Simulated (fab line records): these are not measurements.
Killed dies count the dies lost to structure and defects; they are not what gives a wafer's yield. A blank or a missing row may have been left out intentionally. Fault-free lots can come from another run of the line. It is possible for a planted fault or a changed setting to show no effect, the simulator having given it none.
Code-filled problem report in 8D (eight disciplines) form | flow gf180mcu | the parts of the form that need people (team, actions taken, sign-off) are left out

1. THE ISSUE
oesProductAu at GF_STI_ETCH_13 reads a mean of 0.800 a.u. on 2 wafers of 2 lots; wafers without a fault read 0.834 a.u. with a standard deviation of 0.0071. Relative to the usual mean, that is a shift of -4.8 standard deviations.
The step: etches the open film in CHF3/O2, stops on Si, target depth 282.31 nm, time 112.9 s.
Seen first at day 4 06:42 on rieDiel-01, wafer L188.1. The record has a number at this step for 34 wafers belonging to 12 lots. Rule for "out" (also "out of limits"): further than 4 standard deviations from the usual mean. Any other wafer with a number is counted as sound.

2. WHAT IT IS, AND WHAT IT ISN'T
question                    | is               | is not
which readings at this step | oesProductAu     | biasW, throttleValvePct
which lots                  | L188, L191       | L178, L180, L181, L182, L185, L186, L187, L189, L199, L200
which wafers of those lots  | L188.1, L191.3   | L188.5, L191.2
read on which tools         | rieDiel-01       | rieDiel-03, rieDiel-04
when                        | from day 4 06:42 | up to then (22 sound wafers); but 10 sound wafers of L189, L191, L199, L200 came after

3. THE SUSPECTS, EACH WITH WHAT RULES IT OUT
Counting: a tool at a process step up to the reading stays a suspect if it ran every lot that is out. Sound lots after the first of them don't rule it out here, since some wafers of a struck lot are sound.
- rieDiel-01 at GF_STI_ETCH_13 (etches the open film in CHF3/O2, stops on Si, target depth 282.31 nm, time 112.9 s): kept. It ran every lot that is out, first L188 (day 4 06:42); its last sound lot up to then is L187 (day 4 02:23). Its own oesProductAu readings are out on those wafers.
- At GF_STI_ETCH_13, inside rieDiel-01: chamber 0 took the wafers that are out, while their sound lot-mates went through chambers 1, 3.
Remaining after the count: rieDiel-01 at GF_STI_ETCH_13.

4. THE CAUSE (what the simulator had put in)
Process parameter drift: rieDiel-01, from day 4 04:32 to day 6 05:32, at GF_STI_ETCH_13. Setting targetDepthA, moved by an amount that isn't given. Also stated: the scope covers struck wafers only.
This tool alone remained once counting was done.

5. THE CHAIN OF EFFECTS, in route order
Rows list readings where the struck wafers' mean (over those with a number) sits beyond 3 standard deviations from the usual. Only readings whose record carries a usual standard deviation are examined. hours: median over the lots of the time between each lot's start at the first step of this table that gives one and its start at this step. sigmas: the change, counted in usual standard deviations.
hours | step            | reading              | usual      | on struck wafers | change | sigmas
0     | GF_STI_ETCH_13  | oesProductAu         | 0.834 a.u. | 0.800            | -0.034 | -4.8
0     | GF_STI_STRIP_15 | stripTimeToEndpointS | 3.73 s     | 3.48             | -0.25  | -5.1
It contains these process steps:
- GF_STI_ETCH_13: etches the open film in CHF3/O2, stops on Si, target depth 282.31 nm, time 112.9 s.
- GF_STI_STRIP_15: strips in O2/N2.
Later measuring or inspecting steps at which every struck wafer that the step has a row for has a number for every such reading, and none has moved that far: GF_NWELL_OVL_MEAS_07, GF_VT_IMPLANT_OVL_MEAS_18.

6. HOW IT WOULD HAVE BEEN CAUGHT EARLIER
The fault began at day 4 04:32; the first out-of-limits reading in this record came at day 4 06:42, 2 hours later.
